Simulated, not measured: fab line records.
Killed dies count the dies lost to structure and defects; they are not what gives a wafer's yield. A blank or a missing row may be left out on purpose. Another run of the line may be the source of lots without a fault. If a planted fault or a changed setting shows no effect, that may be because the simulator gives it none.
Comparing a struck lot with a sound one    flow gf180mcu    14 out of 602 route steps
Sound: the wafers L297.2, L297.4, L297.5. The struck wafers were L289.1, L289.2, L289.5. The cause is named last.
Per side, at each step with rows, come the tool, then ch with its chambers, and then its first start. Under that, the readings that differ: sound wafers    struck wafers    difference of the means    sigmas: that difference in standard deviations of wafers without a fault.
alike: readings with means less than 2 such deviations apart, plus words and numbers identical on both sides. not compared: withheld readings, readings lacking a value on some wafer, bounds such as >300 that could conceal the same value, and numbers that have no deviation in the record and whose values overlap.
A row with sigmas, a row that says differs or no value, or rows on one side alone: a step with any of these is where the two part. Numbers that don't overlap but have no deviation are shown without sigmas and don't part them. Lack of a reading on every wafer of one side parts them only where that side has two or more wafers.

first, 4 steps without rows for these wafers: GF_HV_LDD_SOFTBAKE_42 (time 60 s); GF_HV_LDD_EXPOSE_43 (exposes mask Pplus HV AREA, target cd 400 nm); GF_HV_LDD_PEB_44; GF_HV_LDD_DEVELOP_45 (develop time 60 s).
GF_HV_LDD_CD_MEAS_46: target cd 400 nm.
  sound: cd sem-01 at day 18 19:36; struck: cd sem-01 at day 15 23:58
  alike: cd nm
GF_HV_LDD_OVL_MEAS_47:
  sound: overlay-01 at day 18 19:43; struck: overlay-01 at day 16 00:05
  alike: HV_LDD_03_OVL
next, for these wafers, 1 step has no rows: GF_HV_LDD_IMPLANT_48.
GF_HV_LDD_STRIP_49: strips in O2/N2.
  sound on plasma asher-01 ch 0,1, day 18 19:53; struck on plasma asher-02 ch 0,1, day 16 00:17
reading                       sound              struck             difference  sigmas
strip time to endpoint s (s)  12.57 12.60 12.59  12.67 12.66 12.74  +0.10       +3
  alike: drypump motor current A, heater power w, oes product au
  not compared: rf hours counter h
GF_HV_LDD_TW_MEAS_50:
  sound: film metro-03 at day 18 20:00; struck: film metro-01 at day 16 00:23
  alike: HV_LDD_4_TW
then, 1 step without rows for these wafers: GF_HV_LDD_CLEAN_51 (cleans in SC1/SC2, time 150 s).
GF_HV_LDD_RTA_52: time 10 s.
  sound on rtp anneal-01 ch 0, day 18 20:07; struck on rtp anneal-02 ch 0, day 16 00:31
reading           sound                 struck                difference  sigmas
wafer_temp_C_max  1007.8 1009.4 1008.1  1003.2 1005.6 1003.6  -4.3        -2
  alike: lamp power pct
GF_HV_LDD_RS_MEAS_53: uses a four-point probe to measure.
  sound: film metro-01 at day 18 20:11; struck: film metro-04 at day 16 00:35
  alike: HV_LDD_RS
GF_HV_LDD_CVD_54: deposits SiO2 from TEOS, target thk 10 nm, time 75 s.
  sound on lpcvd-02 ch 0, day 18 20:17; struck on lpcvd-02 ch 0, day 16 00:43
  no value came back on the struck wafers for pressure mtorr (mTorr), spike tc bottom C (C); on the sound wafers pressure mtorr (mTorr) reads 398.5 400.0 399.4
then, 1 step without rows for these wafers: GF_HV_LDD_CVD_56 (deposits Si3N4 from DCS/NH3, target thk 90 nm, time 1543 s).

## WHERE THEY PART
At GF_HV_LDD_STRIP_49 first; at GF_HV_LDD_CVD_54 last (within this record only).

WHY: whatever the simulator had introduced
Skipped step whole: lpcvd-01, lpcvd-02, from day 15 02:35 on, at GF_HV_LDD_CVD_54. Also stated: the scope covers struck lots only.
